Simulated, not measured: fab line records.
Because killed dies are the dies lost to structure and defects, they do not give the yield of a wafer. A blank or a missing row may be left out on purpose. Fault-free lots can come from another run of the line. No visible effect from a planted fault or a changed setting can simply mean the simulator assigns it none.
8D (eight disciplines) problem report, filled in by code -- flow gf180mcu -- the parts of the form that need people (team, actions taken, sign-off) are left out

1. PROBLEM STATEMENT
STI_CVD_03_THK at GF_STI_THK_MEAS_04 reads a mean of 160.7 nm on 6 wafers of 2 lots; wafers without a fault read 208.0 nm with a standard deviation of 1.7. Relative to the usual mean, that is a shift of -28 standard deviations.
The first sign was on wafer L125.1 at day 5 02:34, on film-metro-04. The record has a number at this step for 36 wafers belonging to 12 lots. Rule for "out", or "out of limits": more than 4 standard deviations from the usual mean. The other wafers with a number count as sound.

2. WHAT IT IS, AND WHAT IT ISN'T
question,is,is not
which readings at this step,STI_CVD_03_THK,-
which lots,"L125, L126","L108, L109, L110, L112, L114, L115, L116, L117, L120, L130"
which wafers of those lots,all that have a number,-
read on which gauges,film-metro-04,"film-metro-01, film-metro-02"
when,from day 5 02:34,up to then (27 sound wafers); but 3 sound wafers of L130 came after

3. SUSPECTS, AND WHAT RULES EACH OUT
Counting: a tool at any process step up to the reading remains a suspect when it ran all the lots that are out and ran no sound lot after the first of those.
- the gauge at GF_STI_THK_MEAS_04 is ruled out. All the wafers that are out were read on film-metro-04, but those of them that GF_STI_CVD_03 has rows for are out there too, on other tools.
- lpcvd-01 at GF_STI_CVD_03 (deposits Si3N4 from DCS/NH3, target thk 207.16 nm, time 3551 s): kept. It processed each lot that is out, first L125 at day 5 00:34, and no sound lot thereafter; up to then, the last sound lot it processed was L120 at day 4 00:17. Its own readings are out on those wafers: spike-tc-centre-C, spike-tc-lower-C, spike-tc-top-C, spike-tc-upper-C, susceptor-temp-C.
The count leaves lpcvd-01 at GF_STI_CVD_03.

4. THE CAUSE (what the simulator had put in)
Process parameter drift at GF_STI_CVD_03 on lpcvd-01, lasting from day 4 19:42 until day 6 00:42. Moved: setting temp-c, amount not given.
This tool alone remained once counting was done.

5. SEQUENCE OF EFFECTS, ordered by route
Each row: a reading where the mean over the struck wafers with a number is more than 3 standard deviations away from the usual. Scope: only readings with a usual standard deviation given in the record; hours: median across lots of the time from each lot's start at the first step in this table that gives one to its start at this step; sigmas: change in usual standard deviations.
hours,step,reading,usual,on struck wafers,change,sigmas
0,GF_STI_CVD_03,spike-tc-centre-C,771.4 C,758.3,-13.1,-10
0,GF_STI_CVD_03,spike-tc-lower-C,769.4 C,757.0,-12.4,-7.7
0,GF_STI_CVD_03,spike-tc-top-C,783.5 C,770.0,-13.5,-4.7
0,GF_STI_CVD_03,spike-tc-upper-C,769.8 C,755.4,-14.4,-10
0,GF_STI_CVD_03,susceptor-temp-C,770.0 C,757.4,-12.6,-41
2,GF_STI_THK_MEAS_04,STI_CVD_03_THK,208.0 nm,160.7,-47.3,-28
16,GF_STI_ETCH_13,oes-product-au,0.834 a.u.,0.728,-0.106,-17
16,GF_STI_ETCH_13,throttle-valve-pct,8.810 %,8.778,-0.032,-3.7
The process steps in it:
- GF_STI_CVD_03: deposits Si3N4 from DCS/NH3, target thk 207.16 nm, time 3551 s.
- GF_STI_ETCH_13: etches the open film in CHF3/O2, stops on Si, target depth 282.31 nm, time 112.9 s.
Later measuring or inspecting steps at which every struck wafer that the step has a row for has a number for every such reading, and none has moved that far: GF_MVSD_OVL_MEAS_07, GF_MVPSD_OVL_MEAS_07.

6. HOW IT WOULD HAVE BEEN CAUGHT EARLIER
The first out-of-limits reading at a measuring or inspecting step in this record came at day 5 02:34, 7 hours after the fault's start at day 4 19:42.
The tool's own readings at GF_STI_CVD_03 were out on every struck wafer that the step has a row for (spike-tc-centre-C, spike-tc-lower-C, spike-tc-top-C, spike-tc-upper-C, susceptor-temp-C): an alarm limit on them would have fired on the first of those.
Of the lots that are out (2), L126 began GF_STI_CVD_03 on lpcvd-01 after day 5 02:34. Had the tool been put on hold then, it would have been spared.
